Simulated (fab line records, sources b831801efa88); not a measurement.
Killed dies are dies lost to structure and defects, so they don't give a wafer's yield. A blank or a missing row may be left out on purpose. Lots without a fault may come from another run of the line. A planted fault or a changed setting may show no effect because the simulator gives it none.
Which tool did it? | flow sky130 | 11 lots, 33 wafers sampled, at 3 steps of a route of 708

WHAT THE GAUGES READ, wafer by wafer
SKY_RES_XHIGH_TW_MEAS_09.
lot  | measured     | on            | RES_XHIGH_TW
L854 | day 27 23:10 | film_metro-02 | 1643 1647 1660
L855 | day 28 07:06 | film_metro-01 | 1690 1688 1675
L856 | day 28 00:26 | film_metro-02 | 1658 1662 1651
L857 | day 29 00:29 | film_metro-02 | 1649 1653 1653
L859 | day 30 01:11 | film_metro-02 | 1657 1659 1663
L864 | day 32 03:51 | film_metro-02 | 1403 1399 1398
L867 | day 32 09:47 | film_metro-03 | 1385 1387 1393
L868 | day 32 07:27 | film_metro-02 | 1404 1407 1407
L872 | day 33 12:35 | film_metro-03 | 1644 1641 1652
L873 | day 33 16:15 | film_metro-03 | 1644 1642 1642
L875 | day 34 13:35 | film_metro-03 | 1640 1643 1654

WHICH TOOL RAN EACH LOT (tool, then ch and the chambers of the sampled wafers, then the start)
lot  | SKY_RES_XHIGH_IMPLANT_07        | SKY_RES_XHIGH_STRIP_08
L854 | implanter-03 ch 0, day 27 22:57 | plasma_asher-02 ch 0,1, day 27 23:05
L855 | implanter-04 ch 0, day 28 06:51 | plasma_asher-01 ch 0, day 28 07:00
L856 | implanter-04 ch 0, day 28 00:12 | plasma_asher-03 ch 0,1, day 28 00:20
L857 | implanter-02 ch 0, day 29 00:14 | plasma_asher-02 ch 0, day 29 00:23
L859 | implanter-02 ch 0, day 30 00:56 | plasma_asher-01 ch 0,1, day 30 01:05
L864 | implanter-04 ch 0, day 32 03:36 | plasma_asher-02 ch 0,1, day 32 03:45
L867 | implanter-04 ch 0, day 32 09:32 | plasma_asher-03 ch 0, day 32 09:41
L868 | implanter-04 ch 0, day 32 07:14 | plasma_asher-01 ch 0,1, day 32 07:22
L872 | implanter-03 ch 0, day 33 12:20 | plasma_asher-03 ch 0,1, day 33 12:29
L873 | implanter-02 ch 0, day 33 16:02 | plasma_asher-01 ch 0,1, day 33 16:10
L875 | implanter-03 ch 0, day 34 13:21 | plasma_asher-02 ch 0,1, day 34 13:29
- SKY_RES_XHIGH_IMPLANT_07
- SKY_RES_XHIGH_STRIP_08: strips in O2/N2.

THE ANSWER, worked out from the rows above alone
Rule: what is usual is taken from the lots themselves. Put in order of their means at a reading, lots are off if they are a third of the lots or fewer, leave a main group of 4 or more, and stand apart from it by a gap of 3 or more times the standard deviation of the main group's means; of several such gaps the widest counts. A main group whose means are all the same, to the digits that the tables above print for the reading, isn't used. A lot without any number at a reading at which 4 lots or more have one is off too. The other lots that the step has rows for count as sound.
Off: L864, L867, L868, at SKY_RES_XHIGH_TW_MEAS_09 (RES_XHIGH_TW). The main group: mean 1655, standard deviation 12.
A tool fits if, at a process step before that reading, it ran every lot that is off, and no sound lot after the first of them. The gauges at SKY_RES_XHIGH_TW_MEAS_09 are tried like those tools. One fits: implanter-04 at SKY_RES_XHIGH_IMPLANT_07. Its last sound lot is L855 (day 28 06:51), its first lot that is off L864 (day 32 03:36): a fault that began between those two fits.

WHAT THE SIMULATOR HAD PUT IN
Process parameter drift: implanter-04, from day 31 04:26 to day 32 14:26, at SKY_RES_XHIGH_IMPLANT_07. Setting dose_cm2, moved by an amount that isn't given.
Lots struck among those shown: L864, L868, L867. The rule above found the same.
